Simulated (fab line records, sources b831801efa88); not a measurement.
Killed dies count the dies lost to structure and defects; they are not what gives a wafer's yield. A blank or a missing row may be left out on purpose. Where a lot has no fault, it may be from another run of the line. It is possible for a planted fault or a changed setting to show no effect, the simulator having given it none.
fab line records | flow gf180mcu | part 1 of 2: steps 1 to 26 of 35
record lots=5 | wafers=15 | last_day=34
route steps=602 shown V2@399 M3@409 V3@429
lots with no fault: from the same line, run without faults
start_h: hours from the record's first day to the start of the lot's first wafer shown | wait_h: hours elapsed since this lot's preceding step | " repeats the value in the row above | L1.1+2: several wafers, shown together as one row | - either no value or no given start | * or withheld: withheld | < > ~ a bound
route shown NAME@n: a module of which the file shows steps, and the number in the route of the first | usual: mean and standard deviation over wafers with no fault | same: alike in all rows | chamber/n: place in a boat | sites: each site's reading | _std_site: the values' standard deviation | _edge_site: outer sites' mean less inner sites' | radius_mm: how far each site lies from the wafer's centre | mask NAME#n: copy n | behind: the most recent tool/chamber to have shaped the wafer | hold: the reason the lot was held/the length of the hold in hours/how it ended | device: the n, p or np transistor that did not switch | end of line: the same wafers' tests at the end of the route | step lacking rows: just its recipe | killed: dies lost to structure and defects at the first sort, not the wafer's yield | map: the dies of a wafer, with x for killed, . for not killed, _ for no die there
set.NAME: the setting the step ran with; set.NAME@STEP: the setting that earlier step ran with | model.NAME: the simulator's own value behind a step, which no gauge read
lots at selected steps of the route; one table per step, one row per wafer
services: from which hour (start_h, from the record's first day; less than 0 if before it) a tool's chamber was out of use, for how many hours, and why
## steps
# step GF_V2_ETCH_17
# recipe chemistry=C4F8/O2/Ar | mask_material=KrF | target=SiO2 | stop_on=TiN | source_w=1500 | bias_w=1200 | pressure_mtorr=40 | c4f8_flow_sccm=withheld | O2_flow_sccm=6 | Ar_flow_sccm=300 | time_s=withheld | target_depth_a=6300
# usual bias_w=1200/3.5 | oes_product_au=0.856/0.005
lot.wafer | tool        | chamber | start_h | wait_h | bias_w | oes_product_au
L075.1    | rie_diel-04 | 3       | -       | -      | 1203   | 0.868
L075.5    | "           | 1       | "       | "      | 1194   | 0.858
L075.6    | "           | 2       | "       | "      | 1203   | 0.862
L079.1    | rie_diel-04 | 3       | -       | -      | 1199   | 0.856
L079.3    | "           | 0       | "       | "      | 1194   | 0.849
L079.5    | "           | 0       | "       | "      | 1194   | 0.853
L086.2    | rie_diel-03 | 1       | -       | -      | 1200   | 0.862
L086.5    | "           | 1       | "       | "      | 1196   | 0.859
L086.6    | "           | 3       | "       | "      | 1199   | 0.868
L089.1    | rie_diel-03 | 3       | -       | -      | 1205   | 0.856
L089.5    | "           | 2       | "       | "      | 1197   | 0.864
L089.6    | "           | 3       | "       | "      | 1200   | 0.856
L096.2    | rie_diel-04 | 3       | -       | -      | 1200   | 0.862
L096.3    | "           | 1       | "       | "      | 1201   | 0.858
L096.5    | "           | 0       | "       | "      | 1195   | 0.860
# step GF_V2_STRIP_18
# recipe chemistry=O2/N2 | power_w=1400 | pressure_mtorr=1500 | platen_temp_c=250 | o2_flow_sccm=3000 | n2_flow_sccm=300 | overash_fraction=0.5
# usual drypump_motor_current_A=5.9/0.39 | heater_power_w=328/25 | oes_product_au=0.592/0.005
lot.wafer | tool            | chamber | start_h | wait_h | drypump_motor_current_A | heater_power_w | oes_product_au | rf_hours_counter_h
L075.1    | plasma_asher-03 | 1       | 480.27  | -      | 5.6                     | 334            | 0.592          | 36
L075.5    | "               | 1       | "       | "      | 5.6                     | 340            | 0.594          | -
L075.6    | "               | 0       | "       | "      | 5.8                     | 328            | 0.583          | -
L079.1    | plasma_asher-03 | 1       | 512.41  | -      | 5.6                     | 342            | 0.590          | 39
L079.3    | "               | 1       | "       | "      | 5.6                     | 346            | 0.589          | -
L079.5    | "               | 0       | "       | "      | 5.8                     | 325            | 0.589          | -
L086.2    | plasma_asher-03 | 0       | 568.48  | -      | 5.7                     | 332            | 0.592          | 45
L086.5    | "               | 1       | "       | "      | 5.6                     | 346            | 0.592          | -
L086.6    | "               | 0       | "       | "      | 5.7                     | 313            | 0.588          | -
L089.1    | plasma_asher-01 | 0       | 597.43  | -      | 6.5                     | 364            | 0.590          | 17
L089.5    | "               | 1       | "       | "      | 5.8                     | 316            | 0.595          | -
L089.6    | "               | 0       | "       | "      | 6.6                     | 359            | 0.590          | -
L096.2    | plasma_asher-04 | 0       | 651.61  | -      | 5.2                     | 321            | 0.589          | 107
L096.3    | "               | 0       | "       | "      | 5.2                     | 329            | 0.595          | -
L096.5    | "               | 0       | "       | "      | 5.2                     | 325            | 0.592          | -
# step GF_V2_STRIP_19
# recipe chemistry=post_etch_residue_remover | time_s=1200 | temp_c=72.5
# usual temp_c=72.49/0.14
# same time_s=1200
lot.wafer | tool         | chamber | start_h | wait_h | temp_c
L075.1    | wet_bench-01 | 0       | 480.37  | 0.1    | 72.27
L075.5    | "            | 0       | "       | "      | 72.57
L075.6    | "            | 0       | "       | "      | 72.46
L079.1    | wet_bench-02 | 3       | 512.51  | 0.1    | 72.37
L079.3    | "            | 3       | "       | "      | 72.58
L079.5    | "            | 3       | "       | "      | 72.48
L086.2    | wet_bench-01 | 3       | 568.58  | 0.1    | 72.60
L086.5    | "            | 3       | "       | "      | 72.46
L086.6    | "            | 3       | "       | "      | 72.49
L089.1    | wet_bench-01 | 0       | 597.53  | 0.1    | 72.56
L089.5    | "            | 0       | "       | "      | 72.53
L089.6    | "            | 0       | "       | "      | 72.51
L096.2    | wet_bench-01 | 3       | 651.71  | 0.1    | 72.55
L096.3    | "            | 3       | "       | "      | 72.37
L096.5    | "            | 3       | "       | "      | 72.31
# step GF_V2_CLEAN_20
# recipe chemistry=DIW | dry=n2_spin
lot.wafer  | tool         | chamber | start_h | wait_h
L075.1+5+6 | wet_bench-03 | 2       | 480.71  | 0.0
L079.1+3+5 | wet_bench-03 | 2       | 512.92  | 0.0
L086.2+5+6 | wet_bench-02 | 2       | 568.92  | 0.0
L089.1+5+6 | wet_bench-02 | 2       | 597.87  | 0.0
L096.2+3+5 | wet_bench-02 | 1       | 652.05  | 0.0
# step GF_V2_SPUTTER_21
# recipe material=Ti | target_thk_nm=15 | chamber_pressure_pa=5 | power_w=2500 | substrate_temp_c=200 | time_s=80.02
# usual chamber_pressure_pa=5.000/0.01 | throttle_valve_pct=30.3/1
# same time_s=80.02
lot.wafer | tool           | chamber | start_h | wait_h | chamber_pressure_pa | throttle_valve_pct
L075.1    | pvd_sputter-04 | -       | 480.80  | 0.0    | 4.980               | 31.1
L075.5    | "              | -       | "       | "      | 4.999               | 30.3
L075.6    | "              | -       | "       | "      | 4.982               | 30.9
L079.1    | pvd_sputter-03 | -       | 513.10  | 0.0    | 5.014               | 30.9
L079.3    | "              | -       | "       | "      | 4.984               | 30.4
L079.5    | "              | -       | "       | "      | 5.016               | 30.8
L086.2    | pvd_sputter-01 | -       | 569.01  | 0.0    | 4.997               | 28.1
L086.5    | "              | -       | "       | "      | 5.016               | 31.4
L086.6    | "              | -       | "       | "      | 5.006               | 28.1
L089.1    | pvd_sputter-04 | -       | 597.98  | 0.0    | 4.992               | 30.5
L089.5    | "              | -       | "       | "      | 4.997               | 30.2
L089.6    | "              | -       | "       | "      | 4.986               | 30.7
L096.2    | pvd_sputter-03 | -       | 652.14  | 0.0    | 5.013               | 31.0
L096.3    | "              | -       | "       | "      | 4.990               | 31.5
L096.5    | "              | -       | "       | "      | 4.994               | 29.9
# step GF_V2_SPUTTER_22
# recipe material=TiN | target_thk_nm=10 | chamber_pressure_pa=5 | power_w=4000 | time_s=40
# usual chamber_pressure_pa=5.000/0.0098 | throttle_valve_pct=30.3/1
# same time_s=40
lot.wafer | tool           | chamber | start_h | wait_h | chamber_pressure_pa | throttle_valve_pct
L075.1    | pvd_sputter-04 | -       | 480.86  | 0.0    | 4.998               | 31.3
L075.5    | "              | -       | "       | "      | 5.019               | 30.4
L075.6    | "              | -       | "       | "      | 5.017               | 31.0
L079.1    | pvd_sputter-03 | -       | 513.16  | 0.0    | 5.005               | 30.9
L079.3    | "              | -       | "       | "      | 4.987               | 30.5
L079.5    | "              | -       | "       | "      | 5.004               | 30.9
L086.2    | pvd_sputter-01 | -       | 569.07  | 0.0    | 5.013               | 28.3
L086.5    | "              | -       | "       | "      | 5.007               | 31.3
L086.6    | "              | -       | "       | "      | 5.005               | 28.4
L089.1    | pvd_sputter-04 | -       | 598.04  | 0.0    | 5.005               | 30.3
L089.5    | "              | -       | "       | "      | 4.993               | 30.4
L089.6    | "              | -       | "       | "      | 5.002               | 30.6
L096.2    | pvd_sputter-03 | -       | 652.20  | 0.0    | 4.985               | 31.2
L096.3    | "              | -       | "       | "      | 5.003               | 31.6
L096.5    | "              | -       | "       | "      | 4.999               | 29.6
# step GF_V2_CVD_23
# recipe material=W | target_thk_nm=350 | time_s=104.94 | temp_c=400 | pressure_torr=40
# usual heater_power_w=812/38
# same time_s=104.94
lot.wafer | tool     | chamber | start_h | wait_h | heater_power_w
L075.1    | cvd_w-02 | 0       | 480.90  | 0.0    | 850
L075.5    | "        | 0       | "       | "      | 847
L075.6    | "        | 1       | "       | "      | 755
L079.1    | cvd_w-02 | 1       | 513.20  | 0.0    | 734
L079.3    | "        | 1       | "       | "      | 756
L079.5    | "        | 1       | "       | "      | 736
L086.2    | cvd_w-02 | 1       | 569.11  | 0.0    | 735
L086.5    | "        | 0       | "       | "      | 850
L086.6    | "        | 1       | "       | "      | 759
L089.1    | cvd_w-02 | 0       | 598.08  | 0.0    | 831
L089.5    | "        | 0       | "       | "      | 859
L089.6    | "        | 1       | "       | "      | 759
L096.2    | cvd_w-01 | 0       | 652.24  | 0.0    | 815
L096.3    | "        | 1       | "       | "      | 855
L096.5    | "        | 0       | "       | "      | 816
# step GF_V2_RS_MEAS_24
# recipe thk_meas_gauge=four-point-probe | reads=W_of_V2_CVD_23+TiN_of_V2_SPUTTER_22+Ti_of_V2_SPUTTER_21
# usual V2_W_RS=0.326/0.0033
lot.wafer | tool          | chamber | start_h | wait_h | V2_W_RS[ohm/sq]
L075.1    | film_metro-03 | -       | 481.01  | 0.1    | 0.327
L075.5    | "             | -       | "       | "      | 0.329
L075.6    | "             | -       | "       | "      | 0.323
L079.1    | film_metro-02 | -       | 513.31  | 0.1    | 0.326
L079.3    | "             | -       | "       | "      | 0.322
L079.5    | "             | -       | "       | "      | 0.325
L086.2    | film_metro-03 | -       | 569.24  | 0.1    | 0.331
L086.5    | "             | -       | "       | "      | 0.329
L086.6    | "             | -       | "       | "      | 0.333
L089.1    | film_metro-04 | -       | 598.19  | 0.1    | 0.324
L089.5    | "             | -       | "       | "      | 0.324
L089.6    | "             | -       | "       | "      | 0.326
L096.2    | film_metro-02 | -       | 652.38  | 0.1    | 0.325
L096.3    | "             | -       | "       | "      | 0.322
L096.5    | "             | -       | "       | "      | 0.323
# step GF_V2_THK_MEAS_25
# recipe thk_meas_gauge=xrf | reads=W_of_V2_CVD_23
# usual V2_W_THK=341/4.1
lot.wafer | tool          | chamber | start_h | wait_h | V2_W_THK[nm]
L075.1    | film_metro-03 | -       | 481.13  | 0.1    | 339
L075.5    | "             | -       | "       | "      | 339
L075.6    | "             | -       | "       | "      | 346
L079.1    | film_metro-02 | -       | 513.43  | 0.1    | 341
L079.3    | "             | -       | "       | "      | 347
L079.5    | "             | -       | "       | "      | 342
L086.2    | film_metro-03 | -       | 569.35  | 0.1    | 343
L086.5    | "             | -       | "       | "      | 343
L086.6    | "             | -       | "       | "      | 337
L089.1    | film_metro-04 | -       | 598.31  | 0.1    | 344
L089.5    | "             | -       | "       | "      | 343
L089.6    | "             | -       | "       | "      | 343
L096.2    | film_metro-02 | -       | 652.49  | 0.1    | 342
L096.3    | "             | -       | "       | "      | 344
L096.5    | "             | -       | "       | "      | 341
# step GF_V2_CMP_26
# recipe stop_on=SiO2 | down_force_psi=3.5 | platen_rpm=60 | t_overpolish_s=15 | target_thk_nm=0 | pad_velocity_m_s=0.94248
# usual edge_zone_pressure_frac=1.000/0.0051 | motor_current_A=10.6/1.1 | overpolish_run_s=15.000/0.0091 | time_to_endpoint_s=85/3.9
lot.wafer | tool   | chamber | start_h | wait_h | edge_zone_pressure_frac | motor_current_A | overpolish_run_s | time_to_endpoint_s
L075.1    | cmp-01 | 0       | 481.24  | 0.1    | 1.002                   | 10.5            | 15.006           | 89
L075.6    | "      | 3       | "       | "      | 0.992                   | 9.6             | 15.014           | 82
L075.5    | "      | 0       | "       | "      | 1.000                   | 10.3            | 14.991           | 86
L079.1    | cmp-01 | 2       | 513.49  | 0.1    | 1.001                   | 10.2            | 14.990           | 89
L079.3    | "      | 0       | "       | "      | 1.001                   | 10.3            | 15.007           | 87
L079.5    | "      | 2       | "       | "      | 1.000                   | 9.8             | 15.017           | 85
L086.2    | cmp-01 | 2       | 569.55  | 0.2    | 1.008                   | 9.9             | 14.997           | 87
L086.5    | "      | 3       | "       | "      | 0.988                   | 9.4             | 14.993           | 79
L086.6    | "      | 0       | "       | "      | 1.005                   | 10.6            | 15.002           | 84
L089.1    | cmp-01 | 1       | 598.52  | 0.2    | 0.994                   | 10.3            | 15.011           | 82
L089.5    | "      | 2       | "       | "      | 1.002                   | 10.2            | 15.025           | 90
L089.6    | "      | 3       | "       | "      | 1.006                   | 9.1             | 15.004           | 79
L096.3    | cmp-01 | 2       | 652.54  | 0.0    | 1.000                   | 10.3            | 15.004           | 92
L096.2    | "      | 1       | "       | "      | 0.998                   | 10.5            | 14.996           | 86
L096.5    | "      | 2       | "       | "      | 0.998                   | 10.4            | 14.999           | 89
# step GF_M3_SPUTTER_00
# recipe material=Ti | target_thk_nm=37.5 | arriving_ion_energy_ev=80 | substrate_temp_c=200 | chamber_pressure_pa=2 | power_w=4000 | time_s=150
# usual chamber_pressure_pa=2.001/0.0041 | throttle_valve_pct=30.3/0.96
# same time_s=150
lot.wafer | tool           | chamber | start_h | wait_h | chamber_pressure_pa | throttle_valve_pct
L075.1    | pvd_sputter-01 | -       | 481.49  | 0.2    | 1.997               | 29.1
L075.5    | "              | -       | "       | "      | 2.000               | 31.5
L075.6    | "              | -       | "       | "      | 2.003               | 29.4
L079.1    | pvd_sputter-01 | -       | 513.79  | 0.2    | 2.003               | 29.4
L079.3    | "              | -       | "       | "      | 1.991               | 31.4
L079.5    | "              | -       | "       | "      | 1.995               | 31.3
L086.2    | pvd_sputter-02 | -       | 569.70  | 0.1    | 2.007               | 31.0
L086.5    | "              | -       | "       | "      | 2.004               | 30.6
L086.6    | "              | -       | "       | "      | 2.001               | 29.8
L089.1    | pvd_sputter-02 | -       | 598.67  | 0.1    | 1.995               | 30.7
L089.5    | "              | -       | "       | "      | 2.000               | 29.6
L089.6    | "              | -       | "       | "      | 1.997               | 29.9
L096.2    | pvd_sputter-01 | -       | 652.84  | 0.1    | 2.001               | 31.4
L096.3    | "              | -       | "       | "      | 1.994               | 29.3
L096.5    | "              | -       | "       | "      | 2.000               | 29.5
# step GF_M3_SPUTTER_01
# recipe material=TiN | target_thk_nm=30 | power_w=6500 | time_s=25 | chamber_pressure_pa=0.4
# usual chamber_pressure_pa=0.4000/0.00077 | throttle_valve_pct=30.3/0.96
# same time_s=25
lot.wafer | tool           | chamber | start_h | wait_h | chamber_pressure_pa | throttle_valve_pct
L075.1    | pvd_sputter-01 | -       | 481.59  | 0.1    | 0.4006              | 29.6
L075.5    | "              | -       | "       | "      | 0.4000              | 31.4
L075.6    | "              | -       | "       | "      | 0.3999              | 29.3
L079.1    | pvd_sputter-01 | -       | 513.89  | 0.1    | 0.4005              | 29.0
L079.3    | "              | -       | "       | "      | 0.4021              | 31.4
L079.5    | "              | -       | "       | "      | 0.4004              | 31.6
L086.2    | pvd_sputter-02 | -       | 569.80  | 0.1    | 0.3993              | 30.7
L086.5    | "              | -       | "       | "      | 0.3983              | 30.9
L086.6    | "              | -       | "       | "      | 0.3986              | 29.5
L089.1    | pvd_sputter-02 | -       | 598.77  | 0.1    | 0.4013              | 30.9
L089.5    | "              | -       | "       | "      | 0.4012              | 29.4
L089.6    | "              | -       | "       | "      | 0.4012              | 29.7
L096.2    | pvd_sputter-01 | -       | 652.94  | 0.1    | 0.3999              | 31.5
L096.3    | "              | -       | "       | "      | 0.3993              | 29.4
L096.5    | "              | -       | "       | "      | 0.4002              | 29.3
# step GF_M3_SPUTTER_02
# recipe material=AlCu | target_thk_nm=450 | power_w=10600 | time_s=23.9 | chamber_pressure_pa=0.4
# usual chamber_pressure_pa=0.4002/0.00075 | throttle_valve_pct=30.3/0.98
# same time_s=23.9
lot.wafer | tool           | chamber | start_h | wait_h | chamber_pressure_pa | throttle_valve_pct
L075.1    | pvd_sputter-01 | -       | 481.63  | 0.0    | 0.4007              | 29.3
L075.5    | "              | -       | "       | "      | 0.3996              | 31.5
L075.6    | "              | -       | "       | "      | 0.4010              | 29.3
L079.1    | pvd_sputter-01 | -       | 513.92  | 0.0    | 0.4005              | 29.4
L079.3    | "              | -       | "       | "      | 0.3998              | 31.5
L079.5    | "              | -       | "       | "      | 0.4003              | 31.2
L086.2    | pvd_sputter-02 | -       | 569.83  | 0.0    | 0.3996              | 31.0
L086.5    | "              | -       | "       | "      | 0.4005              | 30.8
L086.6    | "              | -       | "       | "      | 0.3993              | 29.8
L089.1    | pvd_sputter-02 | -       | 598.80  | 0.0    | 0.4009              | 30.5
L089.5    | "              | -       | "       | "      | 0.3992              | 29.6
L089.6    | "              | -       | "       | "      | 0.4007              | 29.8
L096.2    | pvd_sputter-01 | -       | 652.97  | 0.0    | 0.3991              | 31.5
L096.3    | "              | -       | "       | "      | 0.4012              | 29.2
L096.5    | "              | -       | "       | "      | 0.4006              | 29.2
# step GF_M3_SPUTTER_03
# recipe material=Ti | target_thk_nm=10 | substrate_temp_c=300 | chamber_pressure_pa=0.3 | power_w=3000 | time_s=6.7
# usual chamber_pressure_pa=0.3000/0.00068 | throttle_valve_pct=30.3/0.97
# same time_s=6.7
lot.wafer | tool           | chamber | start_h | wait_h | chamber_pressure_pa | throttle_valve_pct
L075.1    | pvd_sputter-01 | -       | 481.66  | 0.0    | 0.3010              | 29.4
L075.5    | "              | -       | "       | "      | 0.3008              | 31.6
L075.6    | "              | -       | "       | "      | 0.3003              | 29.3
L079.1    | pvd_sputter-01 | -       | 513.95  | 0.0    | 0.3009              | 29.5
L079.3    | "              | -       | "       | "      | 0.3002              | 31.4
L079.5    | "              | -       | "       | "      | 0.3003              | 31.4
L086.2    | pvd_sputter-02 | -       | 569.86  | 0.0    | 0.2995              | 31.0
L086.5    | "              | -       | "       | "      | 0.2999              | 30.9
L086.6    | "              | -       | "       | "      | 0.3008              | 29.7
L089.1    | pvd_sputter-02 | -       | 598.83  | 0.0    | 0.2988              | 30.8
L089.5    | "              | -       | "       | "      | 0.3009              | 29.8
L089.6    | "              | -       | "       | "      | 0.3000              | 29.7
L096.2    | pvd_sputter-01 | -       | 653.00  | 0.0    | 0.2989              | 31.7
L096.3    | "              | -       | "       | "      | 0.3000              | 29.8
L096.5    | "              | -       | "       | "      | 0.2996              | 29.3
# step GF_M3_SPUTTER_04
# recipe material=TiN | target_thk_nm=50 | power_w=6500 | time_s=41.7 | chamber_pressure_pa=0.4
# usual chamber_pressure_pa=0.4000/0.00078 | throttle_valve_pct=30.3/0.96
# same time_s=41.7
lot.wafer | tool           | chamber | start_h | wait_h | chamber_pressure_pa | throttle_valve_pct
L075.1    | pvd_sputter-01 | -       | 481.68  | 0.0    | 0.3996              | 29.4
L075.5    | "              | -       | "       | "      | 0.4011              | 31.3
L075.6    | "              | -       | "       | "      | 0.3993              | 29.2
L079.1    | pvd_sputter-01 | -       | 513.97  | 0.0    | 0.3989              | 29.4
L079.3    | "              | -       | "       | "      | 0.4004              | 31.5
L079.5    | "              | -       | "       | "      | 0.4000              | 31.5
L086.2    | pvd_sputter-02 | -       | 569.88  | 0.0    | 0.3996              | 30.7
L086.5    | "              | -       | "       | "      | 0.3999              | 30.9
L086.6    | "              | -       | "       | "      | 0.4007              | 29.6
L089.1    | pvd_sputter-02 | -       | 598.86  | 0.0    | 0.4021              | 30.8
L089.5    | "              | -       | "       | "      | 0.3992              | 29.6
L089.6    | "              | -       | "       | "      | 0.4008              | 29.6
L096.2    | pvd_sputter-01 | -       | 653.02  | 0.0    | 0.3998              | 31.6
L096.3    | "              | -       | "       | "      | 0.3999              | 29.5
L096.5    | "              | -       | "       | "      | 0.3992              | 29.2
# step GF_M3_RS_MEAS_05
# recipe thk_meas_gauge=four-point-probe | reads=TiN_of_M3_SPUTTER_04+Ti_of_M3_SPUTTER_03+AlCu_of_M3_SPUTTER_02+TiN_of_M3_SPUTTER_01+Ti_of_M3_SPUTTER_00
# usual M3_ALCU_RS=0.0697/0.00069
lot.wafer | tool          | chamber | start_h | wait_h | M3_ALCU_RS[ohm/sq]
L075.1    | film_metro-01 | -       | 481.72  | 0.0    | 0.0704
L075.5    | "             | -       | "       | "      | 0.0696
L075.6    | "             | -       | "       | "      | 0.0702
L079.1    | film_metro-02 | -       | 514.01  | 0.0    | 0.0700
L079.3    | "             | -       | "       | "      | 0.0698
L079.5    | "             | -       | "       | "      | 0.0696
L086.2    | film_metro-01 | -       | 569.94  | 0.0    | 0.0700
L086.5    | "             | -       | "       | "      | 0.0698
L086.6    | "             | -       | "       | "      | 0.0697
L089.1    | film_metro-01 | -       | 598.89  | 0.0    | 0.0693
L089.5    | "             | -       | "       | "      | 0.0691
L089.6    | "             | -       | "       | "      | 0.0695
L096.2    | film_metro-04 | -       | 653.08  | 0.0    | 0.0692
L096.3    | "             | -       | "       | "      | 0.0697
L096.5    | "             | -       | "       | "      | 0.0696
# step GF_M3_THK_MEAS_06
# recipe thk_meas_gauge=xrf | reads=AlCu_of_M3_SPUTTER_02
# usual M3_ALCU_THK=450/4.7
lot.wafer | tool          | chamber | start_h | wait_h | M3_ALCU_THK[nm]
L075.1    | film_metro-01 | -       | 481.84  | 0.1    | 441
L075.5    | "             | -       | "       | "      | 447
L075.6    | "             | -       | "       | "      | 445
L079.1    | film_metro-02 | -       | 514.13  | 0.1    | 446
L079.3    | "             | -       | "       | "      | 448
L079.5    | "             | -       | "       | "      | 450
L086.2    | film_metro-01 | -       | 570.05  | 0.1    | 449
L086.5    | "             | -       | "       | "      | 446
L086.6    | "             | -       | "       | "      | 446
L089.1    | film_metro-01 | -       | 599.01  | 0.1    | 451
L089.5    | "             | -       | "       | "      | 452
L089.6    | "             | -       | "       | "      | 450
L096.2    | film_metro-04 | -       | 653.19  | 0.1    | 456
L096.3    | "             | -       | "       | "      | 453
L096.5    | "             | -       | "       | "      | 455
# step GF_M3_DEHYDRATE_07
# recipe temp_c=200 | time_s=60
# same time_s=60
lot.wafer  | tool           | chamber | start_h | wait_h
L075.1+5+6 | litho_track-01 | 0       | 493.25  | 11.4
L079.1+3+5 | litho_track-04 | 0       | 525.15  | 11.0
L086.2+5+6 | litho_track-01 | 0       | 580.57  | 10.5
L089.1+5+6 | litho_track-01 | 0       | 608.70  | 9.7
L096.2+3+5 | litho_track-04 | 0       | 662.63  | 9.4
# step GF_M3_HMDS_08
# recipe prime_time_s=60 | prime_temp_c=120
lot.wafer  | tool           | chamber | start_h | wait_h
L075.1+5+6 | litho_track-01 | 0       | 493.40  | 0.1
L079.1+3+5 | litho_track-04 | 0       | 525.30  | 0.1
L086.2+5+6 | litho_track-01 | 0       | 580.72  | 0.1
L089.1+5+6 | litho_track-01 | 0       | 608.85  | 0.1
L096.2+3+5 | litho_track-04 | 0       | 662.78  | 0.1
# step GF_M3_COAT_09
# recipe resist=KrF | spin_rpm=withheld | resist_thk_nm=1000
lot.wafer  | tool           | chamber | start_h | wait_h
L075.1+5+6 | litho_track-01 | 0       | 493.55  | 0.1
L079.1+3+5 | litho_track-04 | 0       | 525.45  | 0.1
L086.2+5+6 | litho_track-01 | 0       | 580.87  | 0.1
L089.1+5+6 | litho_track-01 | 0       | 609.00  | 0.1
L096.2+3+5 | litho_track-04 | 0       | 662.93  | 0.1
# step GF_M3_SOFTBAKE_10
# recipe temp_c=130 | time_s=60 | resist=KrF
# same time_s=60
lot.wafer  | tool           | chamber | start_h | wait_h
L075.1+5+6 | litho_track-01 | 0       | 493.70  | 0.1
L079.1+3+5 | litho_track-04 | 0       | 525.60  | 0.1
L086.2+5+6 | litho_track-01 | 0       | 581.02  | 0.1
L089.1+5+6 | litho_track-01 | 0       | 609.15  | 0.1
L096.2+3+5 | litho_track-04 | 0       | 663.08  | 0.1
# step GF_M3_EXPOSE_11
# recipe mask_id=Metal3 | target_cd_nm=280 | na=0.68 | source_shape=conventional | sigma_outer=0.6 | dose_mj=28
# same sigma_outer=0.6
lot.wafer  | tool           | chamber | start_h | wait_h | mask
L075.1+5+6 | krf_scanner-02 | 0       | -       | -      | Metal3#0
L079.1+3+5 | krf_scanner-02 | 0       | -       | -      | Metal3#0
L086.2+5+6 | krf_scanner-01 | 0       | -       | -      | Metal3#0
L089.1+5+6 | krf_scanner-02 | 0       | -       | -      | Metal3#0
L096.2+3+5 | krf_scanner-02 | 0       | -       | -      | Metal3#0
# step GF_M3_PEB_12
# recipe peb_temp_c=135 | peb_time_s=90 | resist=KrF
lot.wafer  | tool           | chamber | start_h | wait_h
L075.1+5+6 | litho_track-01 | 0       | -       | -
L079.1+3+5 | litho_track-04 | 0       | -       | -
L086.2+5+6 | litho_track-04 | 0       | -       | -
L089.1+5+6 | litho_track-04 | 0       | -       | -
L096.2+3+5 | litho_track-02 | 0       | -       | -
# step GF_M3_DEVELOP_13
# recipe develop_time_s=60 | dev_temp_c=21
lot.wafer  | tool           | chamber | start_h | wait_h
L075.1+5+6 | litho_track-01 | 0       | 506.00  | 0.2
L079.1+3+5 | litho_track-04 | 0       | 536.40  | 0.2
L086.2+5+6 | litho_track-04 | 0       | 591.23  | 0.2
L089.1+5+6 | litho_track-04 | 0       | 619.65  | 0.2
L096.2+3+5 | litho_track-02 | 0       | 672.60  | 0.2
# step GF_M3_CD_MEAS_14
# recipe target_cd_nm=280
# usual cd_nm=280.6/1.1
lot.wafer | tool      | chamber | start_h | wait_h | cd_nm
L075.1    | cd_sem-01 | -       | 506.15  | 0.1    | 280.5
L075.5    | "         | -       | "       | "      | 279.5
L075.6    | "         | -       | "       | "      | 280.1
L079.1    | cd_sem-02 | -       | 536.55  | 0.1    | 281.1
L079.3    | "         | -       | "       | "      | 281.6
L079.5    | "         | -       | "       | "      | 279.9
L086.2    | cd_sem-01 | -       | 591.37  | 0.1    | 278.7
L086.5    | "         | -       | "       | "      | 279.5
L086.6    | "         | -       | "       | "      | 280.4
L089.1    | cd_sem-01 | -       | 619.80  | 0.1    | 280.2
L089.5    | "         | -       | "       | "      | 278.3
L089.6    | "         | -       | "       | "      | 278.9
L096.2    | cd_sem-01 | -       | 672.74  | 0.1    | 279.2
L096.3    | "         | -       | "       | "      | 279.6
L096.5    | "         | -       | "       | "      | 279.5
# step GF_M3_OVL_MEAS_15
# usual M3_OVL=0/6
lot.wafer | tool       | chamber | start_h | wait_h | M3_OVL[nm]
L075.1    | overlay-02 | -       | 506.27  | 0.1    | 6
L075.5    | "          | -       | "       | "      | -1
L075.6    | "          | -       | "       | "      | -4
L079.1    | overlay-02 | -       | 536.67  | 0.1    | 16
L079.3    | "          | -       | "       | "      | 16
L079.5    | "          | -       | "       | "      | 8
L086.2    | overlay-01 | -       | 591.48  | 0.1    | -5
L086.5    | "          | -       | "       | "      | 3
L086.6    | "          | -       | "       | "      | -6
L089.1    | overlay-02 | -       | 619.92  | 0.1    | -5
L089.5    | "          | -       | "       | "      | -1
L089.6    | "          | -       | "       | "      | 6
L096.2    | overlay-02 | -       | 672.85  | 0.1    | -11
L096.3    | "          | -       | "       | "      | -8
L096.5    | "          | -       | "       | "      | -6
